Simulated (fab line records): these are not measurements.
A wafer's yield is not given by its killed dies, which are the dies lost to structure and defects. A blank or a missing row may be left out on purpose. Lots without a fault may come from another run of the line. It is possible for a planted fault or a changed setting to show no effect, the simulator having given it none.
The same fault as seen by 2 desks || flow sky130 || every desk sees just its own numbers, and what lay behind them comes last

== TOOL OWNER'S DESK, implanter-04 ==
The tool's own readings at SKY_LDD_P_IMPLANT_09: means of the sampled wafers that have a number, for each lot that ran on this tool. Any lot whose mean is over 4 standard deviations away from the usual mean is out of limits and marked OUT; that distance is given in the brackets.
Columns: A = beam-energy-keV at SKY_LDD_P_IMPLANT_09, usual 24.998
{"lot": "L504", "first seen here": "day 22 18:39", "A": 25.000}
{"lot": "L505", "first seen here": "day 23 14:06", "A": 25.013}
{"lot": "L507", "first seen here": "day 24 03:07", "A": 24.999}
Finding of this desk: none of the 3 lots has anything out of limits.

== METROLOGY DESK ==
What the gauges read for every lot (on any tool): the sampled wafers with a number, averaged. Any lot whose mean is over 4 standard deviations away from the usual mean is out of limits and marked OUT; that distance is given in the brackets. Only the readings that lie furthest out on some lot appear, 7 of the 8 it has.
Columns: A = LDD_N_TW at SKY_LDD_N_TW_MEAS_17, usual 2596; B = cd-nm at SKY_LDD_P_CD_MEAS_07, usual 380.8 nm; C = LDD_P_OVL at SKY_LDD_P_OVL_MEAS_08, usual 1.0 nm; D = LDD_P_TW at SKY_LDD_P_TW_MEAS_11, usual 638; E = LDD_HVN_OVL at SKY_LDD_HVN_OVL_MEAS_07, usual 0.3 nm; F = LDD_HVP_OVL at SKY_LDD_HVP_OVL_MEAS_07, usual 0.7 nm; G = LDD_HVP_TW at SKY_LDD_HVP_TW_MEAS_10, usual 457.3
{"lot": "L496", "first seen here": "day 19 04:42", "A": 2620, "B": 380.5, "C": 0.8, "D": 636, "E": -0.3, "F": 0.5, "G": 456.4}
{"lot": "L501", "first seen here": "day 20 11:01", "A": 2598, "B": 382.2, "C": 0.9, "D": 642, "E": -0.3, "F": 1.7, "G": 460.3}
{"lot": "L504", "first seen here": "day 21 12:27", "A": 2612, "B": 381.5, "C": 1.0, "D": 633, "E": 2.1, "F": 0.2, "G": 461.9}
{"lot": "L505", "first seen here": "day 22 07:05", "A": 2588, "B": 381.8, "C": 2.3, "D": 638, "E": 0.8, "F": 1.6, "G": 456.7}
{"lot": "L507", "first seen here": "day 22 20:54", "A": 2580, "B": 375.9, "C": 1.6, "D": 642, "E": -0.3, "F": 3.5, "G": 459.8}
{"lot": "L517", "first seen here": "day 26 04:20", "A": 2576, "B": 381.6, "C": -1.0, "D": 633, "E": 0.6, "F": 0.6, "G": 460.2}
Finding of this desk: none of the 6 lots has anything out of limits.

== BROUGHT TOGETHER ==
Nothing out of limits was seen by the tool owner's desk.
Nothing out of limits was seen by the metrology desk.

== WHAT HAD BEEN PUT IN BY THE SIMULATOR ==
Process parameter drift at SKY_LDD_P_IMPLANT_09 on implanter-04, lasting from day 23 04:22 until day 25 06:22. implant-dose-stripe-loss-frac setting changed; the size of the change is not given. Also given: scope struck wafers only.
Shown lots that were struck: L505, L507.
